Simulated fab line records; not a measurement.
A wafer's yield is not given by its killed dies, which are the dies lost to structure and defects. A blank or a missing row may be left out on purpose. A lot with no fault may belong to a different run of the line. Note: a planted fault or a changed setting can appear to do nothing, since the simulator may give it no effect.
fab line records	flow gf180mcu
record: lots: 6	wafers: 18	lastDay: 34
route steps=602 shown M1@327 V1@335 M2@362 PASSIVATION@602
lots with no fault: from the same line, run without faults
startH: hours from the record's first day to the start of the lot's first wafer shown	waitH: how many hours have passed since the lot's step before this one	" as in the row above	L1.1+2: a single row standing in for several wafers	- no value, or no start given	* or withheld: withheld	< > ~ a bound
route shown NAME@n: NAME is a module with steps in the file, n the number in the route of the first one	usual: mean/standard deviation of fault-free wafers	same: alike in all rows	chamber/n: place in a boat	sites: readings site by site	_std_site: standard deviation across them	_edge_site: mean of outer sites minus mean of inner sites	radiusMm: how far each site lies from the wafer's centre	mask NAME#n: copy n	behind: the last tool/chamber to shape the wafer	hold: what put the lot on hold/how long, in hours/how the hold closed	device: transistor that didn't switch, given as n, p or np	end of line: the same wafers' tests at the end of the route	a step with no rows: only its recipe	killed: count of dies lost to structure and defects at first sort (not the wafer's yield)	map: a wafer's dies, marking killed ones x, the rest . and places with no die _
set.NAME: the setting the step ran with; set.NAME@STEP: the setting that earlier step ran with	model.NAME: the simulator's own value behind a step, which no gauge read
lots at some steps of the route; a table a step, a row a wafer
services: the hour from which a tool's chamber was out of use, counted from the record's first day as startH (under 0 if before that day), plus the number of hours and why
== steps ==
step: GF_M1_PEB_12
recipe: pebTempC: 135	pebTimeS: 90	resist: KrF
step: GF_M1_DEVELOP_13
recipe: developTimeS: 60	devTempC: 21
step: GF_M1_CD_MEAS_14
recipe: targetCdNm: 230
usual: cdNm: 230.1/1.1
lot.wafer	tool	chamber	startH	waitH	cdNm
L623.3	cdSem-01	-	449.54	0.1	230.8
L623.4	"	-	"	"	230.5
L623.6	"	-	"	"	232.2
L624.1	cdSem-02	-	456.75	0.1	229.2
L624.2	"	-	"	"	229.7
L624.6	"	-	"	"	228.9
L628.3	cdSem-02	-	488.59	0.1	230.3
L628.4	"	-	"	"	229.8
L628.5	"	-	"	"	229.4
L631.3	cdSem-02	-	517.14	0.1	229.6
L631.4	"	-	"	"	228.4
L631.6	"	-	"	"	229.2
L638.1	cdSem-02	-	578.05	0.1	232.8
L638.3	"	-	"	"	232.6
L638.5	"	-	"	"	232.3
L639.1	cdSem-02	-	578.20	0.1	229.2
L639.3	"	-	"	"	229.9
L639.5	"	-	"	"	230.7
step: GF_M1_OVL_MEAS_15
usual: M1_OVL: -1/4.5
lot.wafer	tool	chamber	startH	waitH	M1_OVL[nm]
L623.3	overlay-01	-	449.63	0.1	-2
L623.4	"	-	"	"	-1
L623.6	"	-	"	"	0
L624.1	overlay-02	-	456.87	0.1	-2
L624.2	"	-	"	"	-7
L624.6	"	-	"	"	-8
L628.3	overlay-02	-	488.69	0.1	7
L628.4	"	-	"	"	-1
L628.5	"	-	"	"	2
L631.3	overlay-01	-	517.23	0.1	10
L631.4	"	-	"	"	0
L631.6	"	-	"	"	2
L638.1	overlay-02	-	578.17	0.1	-7
L638.3	"	-	"	"	1
L638.5	"	-	"	"	-4
L639.1	overlay-01	-	578.32	0.1	-1
L639.3	"	-	"	"	-1
L639.5	"	-	"	"	1
step: GF_M1_METAL_ETCH_16
recipe: chemistry: Cl2/BCl3	maskMaterial: KrF	targetDepthNm: 627.5	stopOn: SiO2	pressureMtorr: 8	icpW: 800	biasW: 140	Cl2_flow_sccm: 80	bcl3FlowSccm: 40	timeS: 108
step: GF_M1_STRIP_17
recipe: chemistry: O2/N2	powerW: 1400	pressureMtorr: 1500	platenTempC: 250	o2FlowSccm: 3000	n2FlowSccm: 300	overashFraction: 0.5
step: GF_M1_STRIP_18
recipe: chemistry: postEtchResidueRemover	timeS: 1200	tempC: 72.5
step: GF_M1_CLEAN_19
recipe: chemistry: DIW	dry: n2Spin
step: GF_V1_CVD_00
recipe: material: SiO2	targetThkNm: 600	sigmaOpenFrac: 0.3	tempC: 400	timeS: 100	sih4FlowSccm: 60	pressureMtorr: 6
step: GF_V1_THK_MEAS_01
recipe: reads: SiO2_of_V1_CVD_00
usual: V1_CVD_00_THK: 601/4.9
lot.wafer	tool	chamber	startH	waitH	V1_CVD_00_THK[nm]
L623.3	filmMetro-04	-	450.46	0.1	600
L623.4	"	-	"	"	605
L623.6	"	-	"	"	599
L624.1	filmMetro-01	-	457.67	0.0	609
L624.2	"	-	"	"	604
L624.6	"	-	"	"	597
L628.3	filmMetro-04	-	489.45	0.1	596
L628.4	"	-	"	"	599
L628.5	"	-	"	"	604
L631.3	filmMetro-04	-	518.03	0.1	604
L631.4	"	-	"	"	603
L631.6	"	-	"	"	601
L638.1	filmMetro-04	-	578.93	0.0	604
L638.3	"	-	"	"	595
L638.5	"	-	"	"	607
L639.1	filmMetro-04	-	579.10	0.0	595
L639.3	"	-	"	"	599
L639.5	"	-	"	"	605
step: GF_V1_CVD_02
recipe: material: SiO2	targetThkNm: 850	precursor: TEOS	tempC: 400	timeS: 94.851	rfW: 600
usual: heaterPowerW: 730/140
lot.wafer	tool	chamber	startH	waitH	heaterPowerW
L623.3	pecvd-02	0	450.50	0.0	602
L623.4	"	0	"	"	651
L623.6	"	1	"	"	760
L624.1	pecvd-02	2	457.73	0.1	932
L624.2	"	0	"	"	654
L624.6	"	0	"	"	674
L628.3	pecvd-03	2	489.49	0.0	743
L628.4	"	1	"	"	743
L628.5	"	2	"	"	620
L631.3	pecvd-02	2	518.07	0.0	1058
L631.4	"	1	"	"	690
L631.6	"	0	"	"	618
L638.1	pecvd-03	2	578.99	0.1	610
L638.3	"	0	"	"	628
L638.5	"	1	"	"	601
L639.1	pecvd-02	1	579.16	0.1	755
L639.3	"	0	"	"	587
L639.5	"	1	"	"	772
step: GF_V1_THK_MEAS_03
recipe: reads: SiO2_of_V1_CVD_02
usual: V1_CVD_02_THK: 848/9.5
lot.wafer	tool	chamber	startH	waitH	V1_CVD_02_THK[nm]
L623.3	filmMetro-03	-	450.59	0.1	846
L623.4	"	-	"	"	848
L623.6	"	-	"	"	856
L624.1	filmMetro-04	-	457.80	0.0	847
L624.2	"	-	"	"	844
L624.6	"	-	"	"	850
L628.3	filmMetro-04	-	489.58	0.1	830
L628.4	"	-	"	"	852
L628.5	"	-	"	"	849
L631.3	filmMetro-03	-	518.16	0.1	837
L631.4	"	-	"	"	844
L631.6	"	-	"	"	855
L638.1	filmMetro-01	-	579.06	0.0	834
L638.3	"	-	"	"	840
L638.5	"	-	"	"	853
L639.1	filmMetro-04	-	579.29	0.1	851
L639.3	"	-	"	"	853
L639.5	"	-	"	"	863
step: GF_V1_CMP_04
recipe: material: SiO2	downForcePsi: 4	platenRpm: 60	padVelocityMS: 0.94248
usual: motorCurrentA: 12.5/0.84	slurryFlowMlMin: 150.0/0.5	timeToEndpointS: 80/5.1
lot.wafer	tool	chamber	startH	waitH	motorCurrentA	slurryFlowMlMin	timeToEndpointS	model.SiO2_of_V1_CVD_02.thkNm
L623.3	cmp-02	3	450.63	0.0	11.9	150.1	81	632
L623.4	"	1	"	"	13.5	149.4	80	632.5
L623.6	"	3	"	"	13.0	150.1	86	631.5
L624.1	cmp-01	0	457.91	0.1	12.8	149.7	78	632.8
L624.2	"	1	"	"	11.9	148.9	77	632.3
L624.6	"	3	"	"	11.2	150.4	79	633.1
L628.4	cmp-02	3	489.62	0.0	12.1	149.9	79	630.8
L628.3	"	0	"	"	11.8	149.7	14	788.9
L628.5	"	0	"	"	12.4	149.9	23	789.5
L631.4	cmp-02	0	518.30	0.1	11.7	149.5	17	788.8
L631.3	"	1	"	"	14.3	150.3	76	631.7
L631.6	"	3	"	"	12.4	150.3	77	631.8
L638.3	cmp-01	0	579.97	0.9	12.8	150.5	79	632.8
L638.1	"	1	"	"	12.3	149.8	74	633
L638.5	"	0	"	"	12.9	150.3	84	634.5
L639.1	cmp-01	2	580.22	0.9	11.9	151.0	83	633.2
L639.3	"	0	"	"	13.7	149.3	83	633.2
L639.5	"	3	"	"	11.0	149.8	85	633
step: GF_V1_BOW_MEAS_05
recipe: mode: bow
usual: V1_BOW: 80/7.2
lot.wafer	tool	chamber	startH	waitH	hold	V1_BOW[um]
L623.3	filmMetro-04	-	450.97	0.3	-	78
L623.4	"	-	"	"	-	77
L623.6	"	-	"	"	-	78
L624.1	filmMetro-01	-	458.16	0.2	-	85
L624.2	"	-	"	"	-	85
L624.6	"	-	"	"	-	78
L628.3	filmMetro-04	-	489.96	0.2	awaitDispo/0.2h/release	75
L628.4	"	-	"	"	awaitDispo/0.2h/release	69
L628.5	"	-	"	"	awaitDispo/0.2h/release	82
L628.3	filmMetro-04	-	490.24	0.3	-	-
L628.4	"	-	"	"	-	-
L628.5	"	-	"	"	-	-
L631.3	filmMetro-01	-	518.54	0.1	awaitDispo/0.2h/release	89
L631.4	"	-	"	"	awaitDispo/0.2h/release	93
L631.6	"	-	"	"	awaitDispo/0.2h/release	81
L631.3	filmMetro-01	-	518.83	0.3	-	-
L631.4	"	-	"	"	-	-
L631.6	"	-	"	"	-	-
L638.1	filmMetro-04	-	580.22	0.1	-	71
L638.3	"	-	"	"	-	90
L638.5	"	-	"	"	-	86
L639.1	filmMetro-01	-	580.52	0.2	-	74
L639.3	"	-	"	"	-	81
L639.5	"	-	"	"	-	60
step: GF_V1_HMDS_07
recipe: primeTimeS: 60	primeTempC: 120
step: GF_V1_COAT_08
recipe: resist: BARC	tempC: withheld	timeS: withheld	spinRpm: withheld	resistThkNm: withheld
step: GF_V1_COAT_09
recipe: resist: KrF	spinRpm: withheld	resistThkNm: 1000
step: GF_V1_SOFTBAKE_10
recipe: tempC: 130	timeS: 60	resist: KrF
step: GF_V1_EXPOSE_11
recipe: maskId: Via1	targetCdNm: 260	na: 0.68	sourceShape: conventional	sigmaOuter: 0.6	doseMj: 38
step: GF_V1_PEB_12
recipe: pebTempC: 135	pebTimeS: 90	resist: KrF
step: GF_V1_DEVELOP_13
recipe: developTimeS: 60	resist: KrF	devTempC: 21
step: GF_V1_CD_MEAS_14
recipe: targetCdNm: 260
usual: cdNm: 259.8/1
lot.wafer	tool	chamber	startH	waitH	cdNm
L623.3	cdSem-01	-	474.61	0.1	260.1
L623.4	"	-	"	"	260.1
L623.6	"	-	"	"	260.3
L624.1	cdSem-01	-	482.31	0.1	260.6
L624.2	"	-	"	"	260.6
L624.6	"	-	"	"	261.5
L628.3	cdSem-02	-	514.00	0.1	260.0
L628.4	"	-	"	"	259.3
L628.5	"	-	"	"	259.8
L631.3	cdSem-02	-	541.06	0.1	261.5
L631.4	"	-	"	"	261.3
L631.6	"	-	"	"	261.5
L638.1	cdSem-01	-	601.90	0.1	259.7
L638.3	"	-	"	"	259.3
L638.5	"	-	"	"	260.4
L639.1	cdSem-02	-	602.06	0.1	259.6
L639.3	"	-	"	"	259.8
L639.5	"	-	"	"	260.5
step: GF_V1_OVL_MEAS_15
usual: V1_OVL: -4/5.8
lot.wafer	tool	chamber	startH	waitH	V1_OVL[nm]
L623.3	overlay-02	-	474.70	0.1	-12
L623.4	"	-	"	"	-14
L623.6	"	-	"	"	-13
L624.1	overlay-01	-	482.43	0.1	-11
L624.2	"	-	"	"	-8
L624.6	"	-	"	"	-5
L628.3	overlay-02	-	514.10	0.1	2
L628.4	"	-	"	"	-1
L628.5	"	-	"	"	-1
L631.3	overlay-02	-	541.15	0.1	-11
L631.4	"	-	"	"	-5
L631.6	"	-	"	"	-8
L638.1	overlay-02	-	602.02	0.1	-5
L638.3	"	-	"	"	-13
L638.5	"	-	"	"	-11
L639.1	overlay-01	-	602.18	0.1	-9
L639.3	"	-	"	"	-9
L639.5	"	-	"	"	-10
step: GF_V1_ETCH_16
recipe: chemistry: N2/H2	targetDepthA: withheld	overetchA: withheld	timeS: withheld	target: BARC	ionEnergyEv: 200	sourceW: 500	biasW: 100	pressureMtorr: 30	n2FlowSccm: 100	h2FlowSccm: 200
usual: chamberPressureMTorr: 29.998/0.025	drypumpMotorCurrentA: 5.8/0.47	n2FlowSccm: 100.0/0.31	oesProductAu: 0.854/0.0046	throttleValvePct: 13.225/0.009
lot.wafer	tool	chamber	startH	waitH	chamberPressureMTorr	drypumpMotorCurrentA	n2FlowSccm	oesProductAu	throttleValvePct
L623.3	rieDiel-03	1	474.72	0.0	30.055	6.7	99.7	0.859	13.227
L623.4	"	2	"	"	30.004	6.2	99.8	0.855	13.232
L623.6	"	3	"	"	29.968	6.1	99.8	0.852	13.209
L624.1	rieDiel-02	3	482.47	0.0	29.980	5.2	99.9	0.857	13.216
L624.2	"	1	"	"	30.041	6.2	99.9	0.849	13.229
L624.6	"	0	"	"	30.002	5.6	100.2	0.855	13.227
L628.3	rieDiel-04	1	514.12	0.0	29.997	5.9	100.3	0.859	13.226
L628.4	"	0	"	"	29.996	6.2	100.0	0.854	13.227
L628.5	"	3	"	"	30.055	5.3	100.0	0.857	13.206
L631.3	rieDiel-02	1	541.17	0.0	29.969	6.2	100.3	0.853	13.238
L631.4	"	2	"	"	30.028	5.3	99.9	0.853	13.227
L631.6	"	2	"	"	30.036	5.3	100.0	0.853	13.214
L638.1	rieDiel-04	3	602.06	0.0	29.990	5.2	100.2	0.857	13.234
L638.3	"	0	"	"	29.987	6.2	99.5	0.858	13.224
L638.5	"	0	"	"	29.977	6.2	99.6	0.853	13.225
L639.1	rieDiel-03	3	602.22	0.0	29.976	6.1	99.7	0.853	13.224
L639.3	"	0	"	"	29.967	5.4	99.8	0.852	13.220
L639.5	"	3	"	"	30.033	6.1	99.1	0.851	13.220
step: GF_V1_ETCH_17
recipe: chemistry: C4F8/O2/Ar	maskMaterial: KrF	target: SiO2	stopOn: TiN	sourceW: 1500	biasW: 1200	pressureMtorr: 40	c4f8FlowSccm: withheld	O2_flow_sccm: 6	Ar_flow_sccm: 300	timeS: withheld	targetDepthA: 6300
usual: chamberPressureMTorr: 40.00/0.04	oesProductAu: 0.856/0.0046
lot.wafer	tool	chamber	startH	waitH	chamberPressureMTorr	oesProductAu	model.etch.depthNm	model.V1.featureDepthNm
L623.3	rieDiel-03	1	-	-	40.07	0.848	632	632
L623.4	"	2	"	"	39.98	0.865	632.5	632.5
L623.6	"	3	"	"	40.01	0.848	631.5	631.5
L624.1	rieDiel-02	3	-	-	40.01	0.859	632.8	632.8
L624.2	"	1	"	"	40.08	0.860	632.3	632.3
L624.6	"	0	"	"	39.98	0.861	633.1	633.1
L628.3	rieDiel-04	1	-	-	40.02	0.978	788.9	788.9
L628.4	"	0	"	"	39.99	0.850	630.8	630.8
L628.5	"	3	"	"	39.96	0.974	789.5	789.5
L631.3	rieDiel-02	1	-	-	40.02	0.853	631.7	631.7
L631.4	"	2	"	"	39.92	0.971	788.8	788.8
L631.6	"	2	"	"	40.02	0.856	631.8	631.8
L638.1	rieDiel-04	3	-	-	40.02	0.849	633	633
L638.3	"	0	"	"	39.95	0.845	632.8	632.8
L638.5	"	0	"	"	40.01	0.855	634.5	634.5
L639.1	rieDiel-03	3	-	-	39.98	0.849	633.2	633.2
L639.3	"	0	"	"	39.99	0.857	633.2	633.2
L639.5	"	3	"	"	40.02	0.857	633	633
step: GF_V1_STRIP_18
recipe: chemistry: O2/N2	powerW: 1400	pressureMtorr: 1500	platenTempC: 250	o2FlowSccm: 3000	n2FlowSccm: 300	overashFraction: 0.5
step: GF_V1_STRIP_19
recipe: chemistry: postEtchResidueRemover	timeS: 1200	tempC: 72.5
step: GF_V1_CLEAN_20
recipe: chemistry: DIW	dry: n2Spin
step: GF_V1_SPUTTER_21
recipe: material: Ti	targetThkNm: 15	chamberPressurePa: 5	powerW: 2500	substrateTempC: 200	timeS: 80.02
step: GF_V1_SPUTTER_22
recipe: material: TiN	targetThkNm: 10	chamberPressurePa: 5	powerW: 4000	timeS: 40
usual: throttleValvePct: 30.4/0.98
lot.wafer	tool	chamber	startH	waitH	throttleValvePct
L623.3	pvdSputter-01	-	475.86	0.0	30.1
L623.4	"	-	"	"	29.3
L623.6	"	-	"	"	29.1
L624.1	pvdSputter-04	-	483.54	0.0	29.8
L624.2	"	-	"	"	30.7
L624.6	"	-	"	"	30.0
L628.3	pvdSputter-01	-	514.84	0.0	30.4
L628.4	"	-	"	"	31.7
L628.5	"	-	"	"	31.7
L631.3	pvdSputter-01	-	541.90	0.0	29.3
L631.4	"	-	"	"	29.3
L631.6	"	-	"	"	31.7
L638.1	pvdSputter-04	-	602.78	0.0	31.0
L638.3	"	-	"	"	31.2
L638.5	"	-	"	"	30.0
L639.1	pvdSputter-02	-	602.94	0.0	30.6
L639.3	"	-	"	"	30.4
L639.5	"	-	"	"	28.2
step: GF_V1_CVD_23
recipe: material: W	targetThkNm: 350	timeS: 105.05	tempC: 400	pressureTorr: 40
usual: heaterPowerW: 911/140
lot.wafer	tool	chamber	startH	waitH	heaterPowerW
L623.3	cvdW-02	0	475.94	0.1	949
L623.4	"	1	"	"	698
L623.6	"	0	"	"	985
L624.1	cvdW-02	1	483.57	0.0	691
L624.2	"	0	"	"	954
L624.6	"	0	"	"	986
L628.3	cvdW-02	0	514.92	0.1	964
L628.4	"	1	"	"	699
L628.5	"	0	"	"	949
L631.3	cvdW-02	0	541.97	0.1	970
L631.4	"	1	"	"	695
L631.6	"	1	"	"	698
L638.1	cvdW-02	0	602.82	0.0	973
L638.3	"	1	"	"	702
L638.5	"	1	"	"	697
L639.1	cvdW-01	0	602.98	0.0	1081
L639.3	"	1	"	"	991
L639.5	"	1	"	"	972
step: GF_V1_RS_MEAS_24
recipe: thkMeasGauge: four-point-probe	reads: W_of_V1_CVD_23+TiN_of_V1_SPUTTER_22+Ti_of_V1_SPUTTER_21
usual: V1_W_RS: 0.327/0.0037
lot.wafer	tool	chamber	startH	waitH	V1_W_RS[ohm/sq]
L623.3	filmMetro-01	-	476.05	0.1	0.330
L623.4	"	-	"	"	0.326
L623.6	"	-	"	"	0.322
L624.1	filmMetro-04	-	483.69	0.1	0.326
L624.2	"	-	"	"	0.328
L624.6	"	-	"	"	0.326
L628.3	filmMetro-01	-	515.03	0.1	0.334
L628.4	"	-	"	"	0.324
L628.5	"	-	"	"	0.329
L631.3	filmMetro-04	-	542.09	0.1	0.326
L631.4	"	-	"	"	0.326
L631.6	"	-	"	"	0.325
L638.1	filmMetro-04	-	602.93	0.1	0.326
L638.3	"	-	"	"	0.327
L638.5	"	-	"	"	0.328
L639.1	filmMetro-03	-	603.09	0.1	0.327
L639.3	"	-	"	"	0.328
L639.5	"	-	"	"	0.329
step: GF_V1_THK_MEAS_25
recipe: thkMeasGauge: xrf	reads: W_of_V1_CVD_23
usual: V1_W_THK: 351/5.6
lot.wafer	tool	chamber	startH	waitH	V1_W_THK[nm]
L623.3	filmMetro-01	-	476.15	0.1	347
L623.4	"	-	"	"	352
L623.6	"	-	"	"	355
L624.1	filmMetro-04	-	483.81	0.1	357
L624.2	"	-	"	"	355
L624.6	"	-	"	"	356
L628.3	filmMetro-01	-	515.13	0.1	341
L628.4	"	-	"	"	352
L628.5	"	-	"	"	346
L631.3	filmMetro-04	-	542.19	0.1	354
L631.4	"	-	"	"	358
L631.6	"	-	"	"	357
L638.1	filmMetro-04	-	603.05	0.1	354
L638.3	"	-	"	"	355
L638.5	"	-	"	"	353
L639.1	filmMetro-03	-	603.21	0.1	345
L639.3	"	-	"	"	345
L639.5	"	-	"	"	346
step: GF_V1_CMP_26
recipe: stopOn: SiO2	downForcePsi: 3.5	platenRpm: 60	tOverpolishS: 15	targetThkNm: 0	padVelocityMS: 0.94248
usual: motorCurrentA: 11.5/0.73	slurryFlowMlMin: 149.9/0.46
lot.wafer	tool	chamber	startH	waitH	motorCurrentA	slurryFlowMlMin	model.SiO2_of_V1_CVD_02.thkNm
L623.4	cmp-02	0	476.19	0.0	11.0	149.0	628.7
L623.3	"	1	"	"	11.7	150.0	628.2
L623.6	"	0	"	"	11.9	150.8	627.7
L624.1	cmp-01	1	483.87	0.1	11.3	150.3	629.1
L624.2	"	0	"	"	12.1	149.6	628.5
L624.6	"	1	"	"	11.3	150.6	629.3
L628.4	cmp-01	2	515.17	0.0	10.8	150.1	627
L628.3	"	0	"	"	11.8	149.5	785.1
L628.5	"	3	"	"	10.6	149.7	785.8
L631.3	cmp-02	0	542.23	0.0	11.4	149.5	627.9
L631.4	"	3	"	"	11.5	150.1	785.1
L631.6	"	1	"	"	12.2	150.1	628
L638.1	cmp-02	3	603.16	0.1	11.2	150.2	629.2
L638.3	"	0	"	"	11.2	150.1	629
L638.5	"	2	"	"	11.3	150.3	630.7
L639.3	cmp-01	1	603.32	0.1	11.7	150.2	629.4
L639.1	"	2	"	"	10.9	149.9	629.4
L639.5	"	0	"	"	12.0	149.9	629.2
step: GF_M2_SPUTTER_00
recipe: material: Ti	targetThkNm: 37.5	arrivingIonEnergyEv: 80	substrateTempC: 200	chamberPressurePa: 2	powerW: 4000	timeS: 150
usual: throttleValvePct: 30.2/0.83
lot.wafer	tool	chamber	startH	waitH	throttleValvePct
L623.3	pvdSputter-04	-	476.49	0.2	30.8
L623.4	"	-	"	"	30.2
L623.6	"	-	"	"	30.9
L624.1	pvdSputter-03	-	484.17	0.2	30.1
L624.2	"	-	"	"	30.4
L624.6	"	-	"	"	30.1
L628.3	pvdSputter-03	-	515.47	0.1	30.1
L628.4	"	-	"	"	30.5
L628.5	"	-	"	"	30.4
L631.3	pvdSputter-03	-	542.53	0.2	29.7
L631.4	"	-	"	"	29.1
L631.6	"	-	"	"	30.6
L638.1	pvdSputter-03	-	603.41	0.2	29.1
L638.3	"	-	"	"	30.7
L638.5	"	-	"	"	30.5
L639.1	pvdSputter-01	-	603.57	0.1	29.4
L639.3	"	-	"	"	29.4
L639.5	"	-	"	"	28.8
step: GF_PASSIVATION_PROBE_99
lot.wafer	tool	chamber	startH	waitH	hold	model.etest.via1Chain.rcOhm	model.etest.met2Comb.leakLog10AUm
L623.3	prober-01	-	724.20	0.2	-	6.255	-11.92
L623.4	prober-01	-	724.25	0.2	-	6.322	-12.11
L623.6	prober-01	-	724.35	0.2	-	6.336	-12.22
L624.1	prober-02	-	727.90	0.1	-	6.596	-11.85
L624.2	prober-02	-	727.95	0.1	-	6.3	-12.06
L624.6	prober-02	-	728.15	0.2	-	6.079	-11.97
L628.3	prober-02	-	750.96	0.2	awaitDispo/7.8h/release	8.244	-9.523
L628.4	prober-02	-	751.01	0.2	awaitDispo/7.8h/release	6.054	-11.91
L628.5	prober-02	-	751.06	0.2	awaitDispo/7.8h/release	7.474	-11.54
L631.3	prober-01	-	769.36	0.2	awaitDispo/2.0h/release	6.183	-12.2
L631.4	prober-01	-	769.41	0.2	awaitDispo/2.0h/release	7.68	-11.09
L631.6	prober-01	-	769.51	0.2	awaitDispo/2.0h/release	6.298	-11.85
L639.1	prober-01	-	815.52	0.1	-	6.43	-11.86
L639.3	prober-01	-	815.62	0.2	-	6.463	-11.93
L639.5	prober-01	-	815.72	0.2	-	6.536	-11.94
L638.1	prober-02	-	816.46	0.1	-	6.143	-12.03
L638.3	prober-02	-	816.56	0.2	-	6.398	-11.96
L638.5	prober-02	-	816.66	0.2	-	6.525	-11.98
killed by level:class
L623.3 V1:geometricParticle:open=7 STI:geometricParticle:open=5 CONTACT:geometricParticle:open=5 V5:geometricParticle:open=5 M4:geometricParticle:short=4 V4:geometricParticle:open=4 STI:geometricParticle:short=3 POLY_GATE:geometricParticle:open=3
L623.4 V1:geometricParticle:open=7 STI:geometricParticle:short=3 CONTACT:geometricParticle:open=3 V4:geometricParticle:short=3 STI:geometricParticle:open=2 CONTACT:geometricParticle:short=2 V1:geometricParticle:short=2 V2:geometricParticle:open=2
L623.6 V5:geometricParticle:open=9 V2:geometricParticle:open=4 V4:geometricParticle:open=4 M5:geometricParticle:short=4 STI:geometricParticle:short=3 V1:geometricParticle:open=3 STI:geometricParticle:open=2 CONTACT:geometricParticle:open=2
L624.1 V2:geometricParticle:open=6 V5:geometricParticle:open=6 V3:geometricParticle:open=5 CONTACT:geometricParticle:open=4 V5:geometricParticle:short=4 M1:geometricParticle:short=3 V4:geometricParticle:open=3 CONTACT:geometricParticle:short=2
L624.2 V5:geometricParticle:short=4 CONTACT:geometricParticle:short=3 M1:geometricParticle:short=3 V2:geometricParticle:open=3 M3:geometricParticle:open=3 V5:geometricParticle:open=3 POLY_GATE:geometricParticle:short=2 CONTACT:geometricParticle:open=2
L624.6 CONTACT:geometricParticle:open=7 V3:geometricParticle:open=6 M1:geometricParticle:short=5 M4:geometricParticle:short=4 V4:geometricParticle:short=4 V1:geometricParticle:open=3 V5:geometricParticle:open=3 POLY_GATE:geometricParticle:short=2
L639.1 CONTACT:geometricParticle:short=5 CONTACT:geometricParticle:open=4 V2:geometricParticle:open=4 V3:geometricParticle:open=4 M1:geometricParticle:short=3 V2:geometricParticle:short=3 M5:geometricParticle:short=3 V5:geometricParticle:open=3
L639.3 V3:geometricParticle:open=6 V5:geometricParticle:open=5 V4:geometricParticle:open=5 CONTACT:geometricParticle:short=4 V4:geometricParticle:short=4 STI:geometricParticle:short=3 V1:geometricParticle:open=3 M1:geometricParticle:short=2
L639.5 V3:geometricParticle:short=7 V1:geometricParticle:open=6 V4:geometricParticle:short=5 V5:geometricParticle:open=5 V2:geometricParticle:open=4 V4:geometricParticle:open=4 CONTACT:geometricParticle:open=3 V2:geometricParticle:short=3
L638.1 CONTACT:geometricParticle:open=8 V5:geometricParticle:open=8 V4:geometricParticle:open=6 V2:geometricParticle:open=5 V3:geometricParticle:open=4 V1:geometricParticle:open=3 CONTACT:geometricParticle:short=2 M2:geometricParticle:short=2
L638.3 V1:geometricParticle:open=6 V5:geometricParticle:open=5 POLY_GATE:geometricParticle:short=3 STI:geometricParticle:short=2 V1:geometricParticle:short=2 V2:geometricParticle:short=2 V3:geometricParticle:open=2 STI:geometricParticle:open=1
L638.5 V3:geometricParticle:open=6 V5:geometricParticle:open=6 V1:geometricParticle:open=5 CONTACT:geometricParticle:open=4 V5:geometricParticle:short=4 V1:geometricParticle:short=3 M2:geometricParticle:short=3 V2:geometricParticle:open=3
map L623.3 (x killed, . not)
__________.........._________
________.............x_______
______....x.....x.....x._____
_____......xx....x.......____
____...............x.x....___
___.x........x.............__
__...........x...x......xx.x_
_...........x............x..x
_.x.x.x..x......x....x.......
_...........x...........x....
_.x....x.....x......x........
_.....x..x.x...x.....x.......
_.x........................x.
_...x.......x....x...........
_..x................x........
__........x.......x........._
___.........x..x..........x__
____...x.............x....___
_____....x...............____
______....x.......x....._____
________........x....._______
__________.........._________
map L639.5 (x killed, . not)
__________.........._________
________...x.....xx..._______
______......x.......x..._____
_____....................____
____...xx................x___
___.....xx.................__
__...x..x.x..........x......_
_.........................xxx
_.......x.x...x..............
_..x...x.....x...x..........x
_.........x...x.x........x...
_..........x.x...x.....x.....
_............................
_......x..x.....x............
_..x........x.x..............
__...x...xx........x.....x.._
___x.................x.....__
____...............x......___
_____.....x...x.........x____
______...........x......_____
________...x.........._______
__________x........._________
== services ==
tool	chamber	startH	hours	kind
cmp-02	-	434.70	1.2	repair
rieDiel-02	3	454.48	2.2	repair
pvdSputter-03	-	457.82	5.1	repair
pecvd-03	1	459.68	10.2	repair
cvdW-01	-	463.44	6.0	pm
pecvd-03	2	465.01	3.1	repair
cmp-01	-	469.10	4.6	pm
pecvd-03	1	471.13	3.8	repair
rieDiel-02	0	472.02	4.6	repair
cmp-01	-	474.09	1.1	repair
pvdSputter-02	-	495.76	2.2	repair
cvdW-02	1	498.89	4.4	repair
rieDiel-04	-	506.07	0.6	repair
cvdW-01	-	520.52	2.8	pm
rieDiel-03	2	521.82	12.1	repair
pvdSputter-02	-	527.34	9.0	repair
rieDiel-03	2	542.11	2.7	repair
cmp-01	-	559.92	1.8	repair
pvdSputter-04	-	568.06	3.3	repair
cmp-02	-	572.14	4.0	pm
rieDiel-02	0	578.64	12.3	repair
rieDiel-04	-	587.58	2.8	pm
pecvd-03	-	591.12	14.0	pm
cmp-02	-	599.52	3.0	repair
== key ==
firstSign: step: GF_V1_CMP_04	reading: timeToEndpointS	direction: down	sigmas: 12	usual: *	struck: *
effect: step: GF_V1_BOW_MEAS_05	reading: visit	direction: added
effect: step: GF_V1_ETCH_17	reading: oesProductAu	direction: up	sigmas: 26	usual: 0.856	struck: 0.974
effect: step: GF_PASSIVATION_PROBE_99	reading: hold	direction: added
modelEffect: step: GF_V1_CMP_04	value: SiO2_of_V1_CVD_02.thkNm	without: 631	struck: 789.1
modelEffect: step: GF_V1_ETCH_17	value: etch.depthNm	without: 631	struck: 789.1
modelEffect: step: GF_V1_CMP_26	value: SiO2_of_V1_CVD_02.thkNm	without: 627.2	struck: 785.3
modelEffect: step: GF_PASSIVATION_PROBE_99	value: etest.via1Chain.rcOhm	without: 6.329	struck: 7.799
metAt GF_V1_CMP_04
struckWafers L628.3,L628.5,L631.4
sortLeftOut L628.3,L628.5,L631.4
fault: kind: processParameterDrift	tool: cmp-02	chamber: 0	onsetH: 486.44	steps: GF_V1_CMP_04	channel: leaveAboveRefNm	offset: 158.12	shape: step	endH: 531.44	actsIn: theseRecipesOnly	stated: 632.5
sortLeftOut: the simulated sort isn't trusted on such a fault, so these wafers' sort isn't shown, and their yield isn't known
